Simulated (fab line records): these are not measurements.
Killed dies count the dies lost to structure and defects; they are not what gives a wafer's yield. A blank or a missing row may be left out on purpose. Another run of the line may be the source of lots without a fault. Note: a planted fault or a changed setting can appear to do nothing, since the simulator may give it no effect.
The same fault as seen by 2 desks || flow sfq line || each desk has only its own numbers; what lay behind them comes last

## AT THE TOOL OWNER'S DESK: krf scanner-01
The tool's own readings at SFQ_TRILAYER_I1_VIA_LITHO_EXPOSE_050 (exposes mask I1, target cd 500 nm): means of the sampled wafers that have a number, for each lot that ran on this tool. A lot is out of limits, marked OUT, if its mean lies more than 4 standard deviations from the usual mean; the brackets give that distance.
Columns: A = exposure dose mJ cm2 at SFQ_TRILAYER_I1_VIA_LITHO_EXPOSE_050, usual 21.297; B = focus offset nm at SFQ_TRILAYER_I1_VIA_LITHO_EXPOSE_050, usual 0.1 nm
{"lot": "L710", "first seen here": "day 24 22:29", "A": 21.307, "B": -0.0}
{"lot": "L713", "first seen here": "day 25 03:17", "A": 21.346, "B": -0.0}
{"lot": "L716", "first seen here": "day 25 10:17", "A": 21.293, "B": 0.7}
{"lot": "L717", "first seen here": "day 25 11:17", "A": 21.307, "B": -0.1}
{"lot": "L718", "first seen here": "day 25 12:29", "A": 21.306, "B": -0.2}
{"lot": "L721", "first seen here": "day 25 22:05", "A": 21.306, "B": 0.3}
{"lot": "L727", "first seen here": "day 26 21:46", "A": 21.300, "B": 0.2}
{"lot": "L728", "first seen here": "day 26 22:58", "A": 21.296, "B": -0.1}
{"lot": "L729", "first seen here": "day 27 00:22", "A": 21.301, "B": 0.2}
Result from this desk: across the 9 lots, nothing is out of limits.

## METROLOGY DESK
What the gauges read, lot by lot, whatever tool the lot ran on: means of the sampled wafers that have a number. A lot is out of limits, marked OUT, if its mean lies more than 4 standard deviations from the usual mean; the brackets give that distance.
Columns: A = M0_OVL at SFQ_M0_OVL_MEAS_906, usual -4 nm; B = I2_BOW at SFQ_I2_BOW_MEAS_917, usual 3 um
{"lot": "L710", "first seen here": "day 11 02:34", "A": -3, "B": -7}
{"lot": "L713", "first seen here": "day 11 10:58", "A": -5, "B": 2}
{"lot": "L714", "first seen here": "day 11 13:22", "A": -8, "B": 9}
{"lot": "L715", "first seen here": "day 11 15:46", "A": -1, "B": 10}
{"lot": "L716", "first seen here": "day 11 18:10", "A": 1, "B": 5}
{"lot": "L717", "first seen here": "day 12 03:46", "A": 3, "B": 13}
{"lot": "L718", "first seen here": "day 12 08:34", "A": 0, "B": 3}
{"lot": "L721", "first seen here": "day 12 18:10", "A": -8, "B": 11}
{"lot": "L724", "first seen here": "day 13 06:10", "A": 3, "B": 12}
{"lot": "L727", "first seen here": "day 14 02:07", "A": 1, "B": 3}
{"lot": "L728", "first seen here": "day 19 18:37", "A": -7, "B": 10}
{"lot": "L729", "first seen here": "day 20 15:01", "A": -4, "B": -5}
{"lot": "L730", "first seen here": "day 21 10:24", "A": -5, "B": -2}
{"lot": "L731", "first seen here": "day 21 15:13", "A": -3, "B": -15}
Result from this desk: across the 14 lots, nothing is out of limits.

## ALL TOGETHER
Nothing out of limits was seen by the tool owner's desk.
At the metrology desk, nothing out of limits was observed.

## WHAT WAS PUT IN BY THE SIMULATOR
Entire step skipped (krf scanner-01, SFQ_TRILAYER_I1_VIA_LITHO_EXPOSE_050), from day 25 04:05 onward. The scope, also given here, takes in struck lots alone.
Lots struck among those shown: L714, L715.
